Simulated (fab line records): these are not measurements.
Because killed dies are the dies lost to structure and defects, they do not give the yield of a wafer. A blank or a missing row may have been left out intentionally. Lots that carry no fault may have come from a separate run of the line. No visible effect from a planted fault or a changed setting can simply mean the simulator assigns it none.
Comparing a struck lot with a sound one | flow sky130 | 30 steps out of a route of 708
Sound: the wafers L678.1, L678.3, L678.4. Struck: wafers L682.4, L682.5, L682.6. Last of all comes the cause.
Order at every step that has rows: each side's tool, ch and its chambers, its first start. Under that, the readings that differ: sound wafers | struck wafers | difference of the means | sigmas: that difference in standard deviations of wafers without a fault.
alike: readings whose means differ by less than 2 such deviations, and words and numbers that are the same on both sides. not compared: withheld readings, readings that some wafer has no value for, bounds like >300 that may hide the same value, and numbers for which the record gives no deviation and whose values overlap.
Wherever a step has rows on one side only, a row that says differs or no value, or a row with sigmas, the two part there. Non-overlapping numbers with no deviation appear without sigmas and do not part them. Lack of a reading on every wafer of one side parts them only where that side has two or more wafers.

SKY_PWDE_STRIP_09: strips in O2/N2.
  sound on plasma asher-04 ch 0,1, day 6 04:08; struck on plasma asher-04 ch 0,1, day 7 01:29
  alike: drypump motor current A, oes product au, strip time to endpoint s
  not compared: rf hours counter h
SKY_PWDE_TW_MEAS_10:
  struck on film metro-01, day 7 01:34; sound on film metro-04, day 6 04:14
  alike: PWDE_TW
then, 7 steps without rows for these wafers: SKY_NWELL_DEHYDRATE_03 (time 60 s); SKY_NWELL_HMDS_04 (prime time 58.45 s); SKY_NWELL_COAT_05 (resist thk 3000 nm); SKY_NWELL_SOFTBAKE_06; SKY_NWELL_EXPOSE_07 (exposes mask NWM, target cd 840 nm); SKY_NWELL_PEB_08; SKY_NWELL_DEVELOP_09 (develop time 60 s).
SKY_NWELL_OVL_MEAS_10:
  struck on overlay-01, day 7 20:31; sound on overlay-02, day 6 21:41
  alike: NWELL_00_OVL
then, 2 steps without rows for these wafers: SKY_NWELL_IMPLANT_11; SKY_NWELL_IMPLANT_12.
SKY_NWELL_IMPLANT_13:
  sound on implanter-02 ch 0, day 6 22:02; struck on implanter-02 ch 0, day 7 20:55
  reading            | sound                    | struck                       | difference | sigmas
  dose ions cm2      | 7e+11 7.01e+11 6.985e+11 | 9.999e+11 9.999e+11 9.99e+11 | +2.998e+11 | +99 or more
  faraday current uA | 3.90 4.01 3.88           | 5.75 5.65 5.82               | +1.81      | +22
  alike: beam on s
SKY_NWELL_STRIP_14: strips in O2/N2.
  sound on plasma asher-03 ch 0,1, day 6 22:11; struck on plasma asher-03 ch 0,1, day 7 21:01
  alike: drypump motor current A, oes product au, strip time to endpoint s
  not compared: rf hours counter h
SKY_NWELL_TW_MEAS_15:
  struck on film metro-01, day 7 21:07; sound on film metro-01, day 6 22:17
  alike: NWELL_TW
then, 7 steps without rows for these wafers: SKY_NWELL_DEHYDRATE_16 (time 60 s); SKY_NWELL_HMDS_17 (prime time 60 s); SKY_NWELL_COAT_18 (resist thk 3000 nm); SKY_NWELL_SOFTBAKE_19; SKY_NWELL_EXPOSE_20 (exposes mask NWM COMPLEMENT, target cd 840 nm); SKY_NWELL_PEB_21; SKY_NWELL_DEVELOP_22 (develop time 60 s).
SKY_NWELL_OVL_MEAS_23:
  struck on overlay-02, day 8 17:42; sound on overlay-02, day 7 18:12
  alike: NWELL_01_OVL
then, 1 step without rows for these wafers: SKY_NWELL_IMPLANT_24.
SKY_NWELL_STRIP_25: strips in O2/N2.
  sound on plasma asher-04 ch 0,1, day 7 18:23; struck on plasma asher-04 ch 0,1, day 8 17:55
  alike: drypump motor current A, oes product au, strip time to endpoint s
  not compared: rf hours counter h
SKY_NWELL_TW_MEAS_26:
  struck on film metro-03, day 8 18:00; sound on film metro-03, day 7 18:29
  reading    | sound             | struck            | difference | sigmas
  NWELL_2_TW | 501.9 499.1 501.7 | 497.0 496.4 496.5 | -4.3       | -2
then, 1 step without rows for these wafers: SKY_NWELL_CLEAN_27 (cleans in SC1/SC2, time 150 s).
SKY_NWELL_RTA_28: time 30 s.
  sound on rtp anneal-01 ch 0, day 7 18:38; struck on rtp anneal-01 ch 0, day 8 18:08
  alike: lamp power pct, wafer_temp_C_max
SKY_NWELL_RS_MEAS_29: the measuring method here is four-point-probe.
  struck on film metro-03, day 8 18:14; sound on film metro-04, day 7 18:44
  reading           | sound             | struck            | difference | sigmas
  NWELL_RS (ohm/sq) | 625.1 625.3 624.1 | 617.8 616.4 615.4 | -8.3       | -5
-- the record jumps here: 41 days lie between the struck wafers' starts before and after (it left off in module NWELL and takes up again in module PAD_OPEN, whose first step shown is number 708 of the route) --
SKY_PAD_OPEN_PROBE_99:
  struck on prober-01, day 49 07:07; sound on prober-02, day 48 08:58
  reading                                  | sound                | struck              | difference | sigmas
  model.etest.pfet g5v0d10v5.r on ohm um   | 4776 4818 4806       | 4954 4980 5076      | +203       |
  model.etest.tip_p_5v.rs ohm sq           | 2873 2883 2894       | 2942 2950 2951      | +64        |
  model.etest.pfet g5v0d10v5.drive ua um   | 341.8 339.8 338.8    | 326.6 324.8 317.2   | -17.3      |
  model.etest.pfet_01v8_lvt.drive ua um    | 174.2 173.1 172.1    | 161.5 158.7 157.6   | -13.9      |
  model.etest.pfet_16v.drive ua um         | 247.2 249.2 249.4    | 238.2 237.2 231.6   | -12.9      |
  model.etest.pfet_01v8_lvt.off log10 a um | -8.887 -8.924 -8.947 | -10.38 -10.47 -10.5 | -1.53      |
  alike: killed_at_M0_to_M3, killed_at_M4_up, killed at contacts, killed at front end, killed at other, killed dies, killed open, killed short
  not compared: model.etest.nfet_16v.r on ohm um, model.etest.pfet_01v8_mvt.drive ua um

WHERE THEY PART
First at SKY_NWELL_IMPLANT_13; last, within this record, at SKY_NWELL_RS_MEAS_29. Later steps at which nothing parts them and some readings are alike: SKY_PAD_OPEN_PROBE_99.

WHY: the cause the simulator had injected
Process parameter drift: implanter-02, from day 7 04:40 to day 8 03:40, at SKY_NWELL_IMPLANT_13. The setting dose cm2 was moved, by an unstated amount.
